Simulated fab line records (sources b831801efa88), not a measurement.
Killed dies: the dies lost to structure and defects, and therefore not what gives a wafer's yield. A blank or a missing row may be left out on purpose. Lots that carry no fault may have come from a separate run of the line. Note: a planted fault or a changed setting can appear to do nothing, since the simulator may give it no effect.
fab line records	flow sfq_line
record: lots: 7	wafers: 21	last_day: 94
route steps=325 shown I6@278 M7@281
lots with no fault: from the same line, run without faults
start_h: hours from the record's opening day to when the first of the lot's shown wafers began	wait_h: hours since the lot's step before	" repeats the value in the row above	L1.1+2: a single row standing in for several wafers	- no value present, or no start provided	* or withheld: withheld	< > ~ a bound
route shown NAME@n: NAME is a module with steps in the file, n the number in the route of the first one	usual: mean/standard deviation of fault-free wafers	same: alike in all rows	chamber/n: place in a boat	sites: per-site readings	_std_site: the values' standard deviation	_edge_site: the outer-site mean with the inner-site mean subtracted	radius_mm: for every site, how far away it sits from the centre of the wafer	mask NAME#n: copy n	behind: tool/chamber where the wafer was last shaped	hold: what put the lot on hold/how long, in hours/how the hold closed	device: names the non-switching transistor (n, p or np)	end of line: the same wafers' tests at the end of the route	step lacking rows: just its recipe	killed: count of dies lost to structure and defects at first sort (not the wafer's yield)	map: a wafer's dies, x killed, . not, _ none there
set.NAME: the run value of the setting; set.NAME@STEP: its run value at that earlier step	model.NAME: the simulator's own value behind a step, which no gauge read
certain route steps with their lots: each step a table, each wafer a row
services: the hour from which a tool's chamber was out of use, counted from the record's first day as start_h (under 0 if before that day), plus the number of hours and why
== steps ==
step: SFQ_TRILAYER_I6_VIA_ETCH_VIA_ETCH_172
recipe: target: SiO2	stop_on: Nb	mask_material: PR	taper_deg: 20	chemistry: CHF3	target_depth_nm: 260	source_w: 500	bias_w: 80	pressure_mtorr: 30	time_s: withheld
usual: drypump_motor_current_A: 5.6/0.37	oes_product_au: 0.855/0.0054
lot.wafer	tool	chamber	start_h	wait_h	drypump_motor_current_A	oes_product_au
L820.1	rie_diel-04	1	1730.25	0.0	5.2	0.856
L820.4	"	0	"	"	5.0	0.855
L820.6	"	2	"	"	6.0	0.858
L821.2	rie_diel-01	3	1736.19	0.0	5.9	0.857
L821.3	"	0	"	"	5.2	0.858
L821.4	"	0	"	"	5.2	0.858
L822.1	rie_diel-01	3	1740.30	0.0	5.9	0.860
L822.5	"	1	"	"	6.1	0.854
L822.6	"	2	"	"	5.6	0.846
L834.1	rie_diel-03	0	2042.52	0.0	5.9	0.854
L834.3	"	2	"	"	5.6	0.848
L834.6	"	0	"	"	5.9	0.861
L835.4	rie_diel-04	1	2043.78	0.1	5.1	0.858
L835.5	"	3	"	"	5.6	0.857
L835.6	"	0	"	"	5.0	0.857
L836.3	rie_diel-01	0	2046.46	0.0	5.2	0.849
L836.5	"	1	"	"	6.1	0.854
L836.6	"	0	"	"	5.2	0.855
L838.2	rie_diel-01	2	2051.17	0.0	5.6	0.858
L838.3	"	0	"	"	5.2	0.856
L838.6	"	1	"	"	6.1	0.859
step: SFQ_TRILAYER_I6_VIA_STRIP_STRIP_173
recipe: gas: O2	power_w: 200	platen_temp_c: 40	overash_fraction: 0.65	chemistry: O2	pressure_mtorr: 50
usual: drypump_motor_current_A: 5.7/0.62	oes_product_au: 1.001/0.012
lot.wafer	tool	chamber	start_h	wait_h	drypump_motor_current_A	oes_product_au	rf_hours_counter_h
L820.1	rie_metal-03	1	1730.36	-	5.7	0.998	101
L820.4	"	0	"	"	5.9	1.016	-
L820.6	"	0	"	"	5.9	0.999	-
L821.2	rie_metal-03	1	1736.31	-	5.7	0.995	103
L821.3	"	0	"	"	6.0	1.018	-
L821.4	"	1	"	"	5.7	1.009	-
L822.1	rie_metal-03	1	1740.42	-	5.7	1.000	103
L822.5	"	1	"	"	5.7	0.999	-
L822.6	"	0	"	"	5.9	1.013	-
L834.1	rie_metal-04	1	2042.63	-	6.6	0.982	82
L834.3	"	0	"	"	5.6	1.009	-
L834.6	"	1	"	"	6.6	0.994	-
L835.4	rie_metal-04	1	2044.03	-	6.6	0.979	-
L835.5	"	0	"	"	5.6	1.010	-
L835.6	"	1	"	"	6.6	0.996	-
L836.3	rie_metal-04	1	2046.77	-	6.6	0.996	-
L836.5	"	1	"	"	6.6	0.986	-
L836.6	"	0	"	"	5.6	1.013	-
L838.2	rie_metal-04	0	2051.28	-	5.6	1.007	9
L838.3	"	0	"	"	5.6	1.011	-
L838.6	"	1	"	"	6.6	0.982	-
step: SFQ_TRILAYER_I6_VIA_STRIP_SOLV_CLEAN_174
recipe: chemistry: NMP	temp_c: 70	time_s: 600
step: SFQ_TRILAYER_M7_DEP_PRE_CLEAN_176
recipe: gas: Ar	time_s: 22.5	bias_v: 250
step: SFQ_TRILAYER_M7_DEP_SPUTTER_175
recipe: material: Nb	base_pressure_pa: 1.33e-06	chamber_pressure_pa: 0.1333	substrate_temp_c: 20	target_thk_nm: 200	power_w: 2000	time_s: 133.3
usual: throttle_valve_pct: 29.5/0.56
lot.wafer	tool	chamber	start_h	wait_h	throttle_valve_pct
L820.1	pvd_sputter-06	-	1731.20	0.0	29.7
L820.4	"	-	"	"	28.9
L820.6	"	-	"	"	29.8
L821.2	pvd_sputter-03	-	1737.11	0.0	29.6
L821.3	"	-	"	"	30.0
L821.4	"	-	"	"	30.1
L822.1	pvd_sputter-06	-	1741.22	0.0	28.9
L822.5	"	-	"	"	29.4
L822.6	"	-	"	"	29.3
L834.1	pvd_sputter-03	-	2043.61	0.0	29.9
L834.3	"	-	"	"	29.4
L834.6	"	-	"	"	29.7
L835.4	pvd_sputter-06	-	2044.68	0.0	28.8
L835.5	"	-	"	"	29.5
L835.6	"	-	"	"	29.1
L836.3	pvd_sputter-03	-	2047.37	0.0	29.0
L836.5	"	-	"	"	30.0
L836.6	"	-	"	"	29.5
L838.2	pvd_sputter-03	-	2052.09	0.0	29.3
L838.3	"	-	"	"	29.3
L838.6	"	-	"	"	30.0
step: SFQ_M7_RS_MEAS_943
recipe: thk_meas_gauge: four-point-probe	reads: Nb_of_TRILAYER_M7_DEP_SPUTTER_175
usual: M7_NB_RS: 0.890/0.011
lot.wafer	tool	chamber	start_h	wait_h	M7_NB_RS[ohm/sq]
L820.1	film_metro-02	-	1731.29	0.0	0.896
L820.4	"	-	"	"	0.895
L820.6	"	-	"	"	0.903
L821.2	film_metro-02	-	1737.22	0.1	0.881
L821.3	"	-	"	"	0.879
L821.4	"	-	"	"	0.891
L822.1	film_metro-02	-	1741.31	0.0	0.903
L822.5	"	-	"	"	0.906
L822.6	"	-	"	"	0.904
L834.1	film_metro-01	-	2043.70	0.0	0.897
L834.3	"	-	"	"	0.896
L834.6	"	-	"	"	0.890
L835.4	film_metro-03	-	2044.79	0.1	0.897
L835.5	"	-	"	"	0.885
L835.6	"	-	"	"	0.897
L836.3	film_metro-01	-	2047.50	0.1	0.894
L836.5	"	-	"	"	0.892
L836.6	"	-	"	"	0.886
L838.2	film_metro-01	-	2052.20	0.1	0.878
L838.3	"	-	"	"	0.887
L838.6	"	-	"	"	0.865
step: SFQ_TRILAYER_M7_LITHO_COAT_182
recipe: resist: BARC	spin_rpm: 3000	resist_thk_nm: 62
step: SFQ_TRILAYER_M7_LITHO_COAT_177
recipe: resist: KrF	spin_rpm: 3000	resist_thk_nm: 600
step: SFQ_TRILAYER_M7_LITHO_SOFTBAKE_181
recipe: temp_c: withheld	time_s: withheld	resist: KrF
step: SFQ_TRILAYER_M7_LITHO_EXPOSE_178
recipe: mask_id: M7	na: 0.6	source_shape: conventional	sigma_outer: 0.65	target_cd_nm: 500	dose_mj: 14.4
step: SFQ_TRILAYER_M7_LITHO_PEB_180
recipe: peb_temp_c: 115	peb_time_s: 60	resist: KrF
step: SFQ_TRILAYER_M7_LITHO_DEVELOP_179
recipe: time_s: 60	resist: KrF
usual: chill_plate_temp_C: 23.01/0.12	exhaust_pa: 44.9/0.8
lot.wafer	tool	chamber	start_h	wait_h	chill_plate_temp_C	exhaust_pa	model.KrF_of_TRILAYER_M7_LITHO_COAT_177.thk_nm
L820.1	litho_track-01	0	1849.47	0.1	23.20	44.3	578.7
L820.4	"	0	"	"	23.04	45.1	579.7
L820.6	"	0	"	"	22.94	44.5	577.9
L821.2	litho_track-04	0	1855.44	0.1	22.89	44.5	576.7
L821.3	"	0	"	"	22.78	44.9	578
L821.4	"	0	"	"	22.92	46.3	578.6
L822.1	litho_track-02	0	1859.01	0.1	23.13	45.4	578.5
L822.5	"	0	"	"	23.08	46.2	579.3
L822.6	"	0	"	"	23.20	45.9	579.9
L834.1	litho_track-01	-	2046.44	0.1	-	-	600.1
L834.3	"	-	"	"	-	-	600.1
L834.6	"	-	"	"	-	-	597.8
L835.4	litho_track-04	-	2047.72	0.1	-	-	602.1
L835.5	"	-	"	"	-	-	603.9
L835.6	"	-	"	"	-	-	602.6
L836.3	litho_track-01	-	2049.79	0.1	-	-	597.4
L836.5	"	-	"	"	-	-	598.1
L836.6	"	-	"	"	-	-	596.7
L838.2	litho_track-02	0	2083.97	0.1	23.05	44.2	573
L838.3	"	0	"	"	23.02	44.2	573.4
L838.6	"	0	"	"	23.18	44.4	575.6
step: SFQ_M7_OVL_MEAS_945
usual: M7_OVL: -1/4.4
lot.wafer	tool	chamber	start_h	wait_h	M7_OVL[nm]
L820.1	overlay-01	-	1849.62	0.1	0
L820.4	"	-	"	"	-2
L820.6	"	-	"	"	-4
L821.2	overlay-02	-	1855.57	0.1	-7
L821.3	"	-	"	"	1
L821.4	"	-	"	"	-8
L822.1	overlay-01	-	1859.16	0.1	6
L822.5	"	-	"	"	3
L822.6	"	-	"	"	-1
L834.1	overlay-02	-	2046.59	0.1	-
L834.3	"	-	"	"	-
L834.6	"	-	"	"	-
L835.4	overlay-02	-	2047.81	0.1	-
L835.5	"	-	"	"	-
L835.6	"	-	"	"	-
L836.3	overlay-02	-	2049.91	0.1	-
L836.5	"	-	"	"	-
L836.6	"	-	"	"	-
L838.2	overlay-01	-	2084.10	0.1	-2
L838.3	"	-	"	"	1
L838.6	"	-	"	"	-3
== services ==
tool	chamber	start_h	hours	kind
pvd_sputter-03	-	1710.35	2.7	repair
pvd_sputter-03	-	1721.39	3.4	repair
rie_metal-04	-	1742.01	1.8	repair
rie_diel-01	0	1748.54	11.8	repair
rie_metal-03	0	1775.15	9.4	repair
rie_diel-04	1	1777.88	5.5	repair
pvd_sputter-06	-	1810.85	2.9	repair
rie_diel-04	0	1853.49	4.0	repair
rie_diel-04	0	1881.36	8.6	repair
pvd_sputter-03	-	1965.11	5.2	repair
rie_diel-04	2	1968.45	4.3	repair
rie_diel-01	-	1973.26	2.8	pm
rie_diel-04	-	1978.70	0.3	repair
rie_diel-01	1	1983.55	10.0	repair
rie_diel-01	-	1986.46	10.0	pm
rie_diel-01	0	2001.89	2.5	repair
rie_diel-01	0	2017.58	4.0	repair
rie_metal-03	-	2034.87	28.1	pm
rie_diel-04	1	2050.84	5.0	repair
pvd_sputter-06	-	2054.39	2.4	repair
pvd_sputter-03	-	2057.71	7.9	repair
rie_metal-04	1	2071.60	4.0	repair
rie_diel-04	3	2082.10	7.6	repair
pvd_sputter-06	-	2083.08	4.1	repair
== key ==
first_sign: step: SFQ_TRILAYER_M7_LITHO_DEVELOP_179	reading: tool_record	direction: missing
effect none on later readings
model_effect: step: SFQ_TRILAYER_M7_LITHO_DEVELOP_179	value: KrF_of_TRILAYER_M7_LITHO_COAT_177.thk_nm	without: 574.5	struck: 599.9
met_at SFQ_TRILAYER_M7_LITHO_DEVELOP_179
struck_wafers L834.1,L834.3,L834.6,L835.4,L835.5,L835.6,L836.3,L836.5,L836.6
onset_between 1855.44 2046.44
fault: kind: skipped_step_whole	tool: litho_track-01,litho_track-04	chamber: -	onset_h: 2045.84	steps: SFQ_TRILAYER_M7_LITHO_DEVELOP_179	scope: struck_lots_only
